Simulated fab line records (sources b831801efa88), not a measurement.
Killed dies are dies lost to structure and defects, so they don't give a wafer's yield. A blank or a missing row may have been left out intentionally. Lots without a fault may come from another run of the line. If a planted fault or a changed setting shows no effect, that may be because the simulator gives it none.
Matching of chambers    flow sky130    SKY_VIA3_CMP_24 on cmp-01: 4 sister chambers
The step polishes, stops on SiO2, t overpolish 20 s, target thk 0 nm. 4 wafers are shown with their chamber, then 9 later ones without.

## EACH WAFER AND ITS CHAMBER
wafer   chamber  motor-current-A (A)
L523.1  0        10.5
L523.6  1        12.8
L524.1  2        10.2
L524.6  3        10.2

## WAFERS WITHOUT THEIR CHAMBER
wafer   motor-current-A (A)
L534.1  10.3
L534.4  10.5
L534.6  10.4
L535.4  12.8
L535.5  10.3
L535.6  10.4
L536.4  9.6
L536.5  10.6
L536.6  12.2

## EACH ONE'S CHAMBER
wafer   from the rows above           in truth
L534.1  can't be placed: 2 or 3 or 0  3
L534.4  can't be placed: 0 or 2 or 3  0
L534.6  can't be placed: 0 or 2 or 3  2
L535.4  1                             1
L535.5  can't be placed: 2 or 3 or 0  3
L535.6  can't be placed: 0 or 2 or 3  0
L536.4  can't be placed: 2 or 3 or 0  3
L536.5  can't be placed: 0 or 2 or 3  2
L536.6  1                             1
Correct placement for 2 of the 9. Unplaceable from these rows: 7, with the true chamber sitting among the candidates in 7. Placed wrongly: 0.
How it was worked out, from the rows above alone: a wafer's distance from a chamber is the root of the sum, over the readings, of the square of ((its reading less the chamber's mean) divided by the reading's scatter). The wafer belongs to the nearest chamber; if the next one is less than 2 further off, it can't be placed. Each chamber's mean is taken over the wafers shown for it. The scatter: with one shown wafer a chamber, the root of the mean of the squares of how far each hidden wafer lies from its nearest shown one.
